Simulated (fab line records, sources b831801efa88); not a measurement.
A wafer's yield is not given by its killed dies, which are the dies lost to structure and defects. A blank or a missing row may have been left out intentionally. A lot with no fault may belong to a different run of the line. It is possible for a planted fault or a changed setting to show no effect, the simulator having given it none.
8D (eight disciplines) problem report, filled in by code :: flow sky130 :: the parts of the form that need people (team, actions taken, sign-off) are left out

1. THE ISSUE
Mean GATE_OXIDE_OXIDATION_00_THK at SKY_GATE_OXIDE_THK_MEAS_02: 8.03 nm over 6 wafers in 2 lots; fault-free wafers: 10.35 nm, standard deviation 0.15. That puts it -15 standard deviations away from the usual mean.
First observed at day 13 14:53: wafer L998.1, on film metro-02. At this step, 33 wafers from 11 lots have a number in the record. Rule for "out" (also "out of limits"): further than 4 standard deviations from the usual mean. Any other wafer with a number is counted as sound.

2. WHAT IT IS; WHAT IT IS NOT
question: which readings at this step
is: GATE_OXIDE_OXIDATION_00_THK
is not: -

question: which lots
is: L100, L998
is not: L106, L107, L109, L110, L111, L113, L114, L115, L996

question: which wafers of those lots
is: all that have a number
is not: -

question: read on which gauges
is: film metro-02, film metro-03
is not: film metro-04

question: when
is: from day 13 14:53
is not: up to then (3 sound wafers); but 24 sound wafers of L106, L107, L109, L110, L111, L113, L114, L115 came after

3. WHAT RULES OUT EACH SUSPECT
Counting: a tool at any process step up to the reading remains a suspect when it ran all the lots that are out and ran no sound lot after the first of those.
- ruled out: the gauge at SKY_GATE_OXIDE_THK_MEAS_02. The wafers that are out were read on 2 gauges (film metro-02, film metro-03).
- plasma asher-04 at SKY_VT_ADJUST_PCH_STRIP_09 (strips in O2/N2): ruled out as a lasting fault. Sound lots L109 ran on it after its first lot that is out, L998 (day 11 13:07).
- furnace-02 at SKY_GATE_OXIDE_OXIDATION_01 (stabilise 600 s, purge 300 s, target thk 10.268 nm): ruled out as a lasting fault. Sound lots L109, L110, L111, L113, L114, L115 ran on it after its first lot that is out, L998 (day 13 13:28).
Left after counting: nothing in the record.

4. THE CAUSE (what the simulator had put in)
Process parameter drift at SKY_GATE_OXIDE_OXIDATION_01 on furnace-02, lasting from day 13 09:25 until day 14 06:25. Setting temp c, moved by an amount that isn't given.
Counting ruled it out, wrongly: the rule takes a fault to strike every lot that its tool runs from its start on, and this one did not.

5. THE CHAIN OF EFFECTS, in route order
Rows list readings where the struck wafers' mean (over those with a number) sits beyond 3 standard deviations from the usual. Only readings for which the record gives a usual standard deviation are gone through. hours: the time from each lot's start at the first step in this table that gives one to its start at this step, as a median over the lots. sigmas: the change in usual standard deviations.
hours: 0
step: SKY_GATE_OXIDE_OXIDATION_01
reading: spike tc bottom C
usual: 917.9 C
on struck wafers: 898.0
change: -19.9
sigmas: -10

hours: 0
step: SKY_GATE_OXIDE_OXIDATION_01
reading: spike tc centre C
usual: 900.4 C
on struck wafers: 879.5
change: -20.9
sigmas: -19

hours: 0
step: SKY_GATE_OXIDE_OXIDATION_01
reading: spike tc lower C
usual: 901.1 C
on struck wafers: 881.0
change: -20.1
sigmas: -17

hours: 0
step: SKY_GATE_OXIDE_OXIDATION_01
reading: spike tc top C
usual: 908.4 C
on struck wafers: 887.8
change: -20.6
sigmas: -21

hours: 0
step: SKY_GATE_OXIDE_OXIDATION_01
reading: spike tc upper C
usual: 900.4 C
on struck wafers: 880.8
change: -19.6
sigmas: -20

hours: 0
step: SKY_GATE_OXIDE_OXIDATION_01
reading: tube center temp C
usual: 900 C
on struck wafers: 879
change: -21
sigmas: -99 or more

hours: 0
step: SKY_GATE_OXIDE_OXIDATION_01
reading: tube_center_temp_C_max
usual: 902.4
on struck wafers: 881.7
change: -20.7
sigmas: -53

hours: 1
step: SKY_GATE_OXIDE_THK_MEAS_02
reading: GATE_OXIDE_OXIDATION_00_THK
usual: 10.35 nm
on struck wafers: 8.03
change: -2.32
sigmas: -15
Here are the process steps it includes:
- SKY_GATE_OXIDE_OXIDATION_01: stabilise 600 s, purge 300 s, target thk 10.268 nm.

6. HOW IT WOULD HAVE BEEN CAUGHT EARLIER
The first out-of-limits reading at a measuring or inspecting step in this record came at day 13 14:53, 5 hours after the fault's start at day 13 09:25.
At SKY_GATE_OXIDE_OXIDATION_01, the tool's own readings (spike tc bottom C, spike tc centre C, spike tc lower C, spike tc top C, spike tc upper C, tube center temp C, tube_center_temp_C_max) were out on each struck wafer the step has a row for, so an alarm limit on them would have fired on the first such wafer.
